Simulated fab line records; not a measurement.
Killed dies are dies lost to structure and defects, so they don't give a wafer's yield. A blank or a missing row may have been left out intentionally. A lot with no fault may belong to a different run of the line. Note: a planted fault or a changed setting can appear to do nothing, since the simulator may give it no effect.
Which tool did it? ; flow gf180mcu ; Sampling: 14 lots, 42 wafers, 2 of 602 route steps

== WHAT THE GAUGES SHOWED, per wafer ==
GF_V4_THK_MEAS_01. Usual: for V4_CVD_00_THK the level is 599 nm and the standard deviation is 6.4.
lot;measured;on;V4_CVD_00_THK (nm);flag
L286;day 24 01:23;film_metro-02;596 593 601;
L287;day 24 05:12;film_metro-02;590 598 598;
L288;day 24 16:11;film_metro-01;605 604 603;
L290;day 25 09:02;film_metro-02;613 604 609;
L291;day 25 14:07;film_metro-02;596 594 592;
L296;day 27 07:04;film_metro-02;603 597 605;
L297;day 27 15:44;film_metro-04;604 609 599;
L300;day 28 08:58;film_metro-04;598 600 607;
L301;day 28 18:24;film_metro-02;604 600 602;
L302;day 29 00:35;film_metro-02;597 599 589;
L303;day 29 09:31;film_metro-04;603 602 600;
L304;day 29 21:00;film_metro-04;584 581 587;
L307;day 30 12:19;film_metro-01;606 599 597;
L308;day 30 20:31;film_metro-04;598 597 604;

GF_V4_RS_MEAS_24: the measuring method here is four-point-probe. Usual: for V4_W_RS the level is 0.323 ohm/sq and the standard deviation is 0.0059.
lot;measured;on;V4_W_RS (ohm/sq);flag
L286;day 25 00:40;film_metro-04;0.331 0.321 0.331;
L287;day 25 04:52;film_metro-02;0.324 0.316 0.317;
L288;day 25 16:02;film_metro-04;0.315 0.328 0.316;
L290;day 26 07:13;film_metro-04;0.325 0.320 0.318;
L291;day 26 12:25;film_metro-01;0.323 0.326 0.315;
L296;day 28 05:04;film_metro-02;0.325 0.322 0.320;
L297;day 28 13:37;film_metro-04;0.329 0.328 0.325;
L300;day 29 06:10;film_metro-01;0.333 0.330 0.330;
L301;day 29 14:24;film_metro-04;0.318 0.315 0.329;
L302;day 29 21:43;film_metro-01;0.312 0.327 0.318;
L303;day 30 05:59;film_metro-02;0.319 0.327 0.328;
L304;day 30 16:54;film_metro-01;0.327 0.319 0.327;
L307;day 31 07:21;film_metro-02;0.328 0.330 0.319;
L308;day 31 15:49;film_metro-02;0.324 0.327 0.324;

== EACH LOT AND THE TOOL THAT RAN IT (in order: tool; ch and the chambers of the sampled wafers; start) ==
No process step before these readings appears in the record.

== WHAT THE TOOLS THEMSELVES READ (means of the sampled wafers that have a number; where no wafer has one, the mark that the record gives instead) ==
The record holds no such reading with a usual standard deviation.

== THE ANSWER, worked out from the rows above alone ==
Rule: a lot is off if the mean of its wafers that have a number lies more than 3 standard deviations from the usual mean. A lot without any number at a reading at which 4 lots or more have one is off too. The other lots that the step has rows for count as sound. After the gauges, taken in route order, come the tools' own readings; for these a lot's mean is taken, as printed above. At the first step where some lot is off, the reading lying furthest off is the one used; lots without a number count as furthest.
No lot is off at any reading shown: from this, nothing can be told.

== WHAT THE SIMULATOR PUT IN ==
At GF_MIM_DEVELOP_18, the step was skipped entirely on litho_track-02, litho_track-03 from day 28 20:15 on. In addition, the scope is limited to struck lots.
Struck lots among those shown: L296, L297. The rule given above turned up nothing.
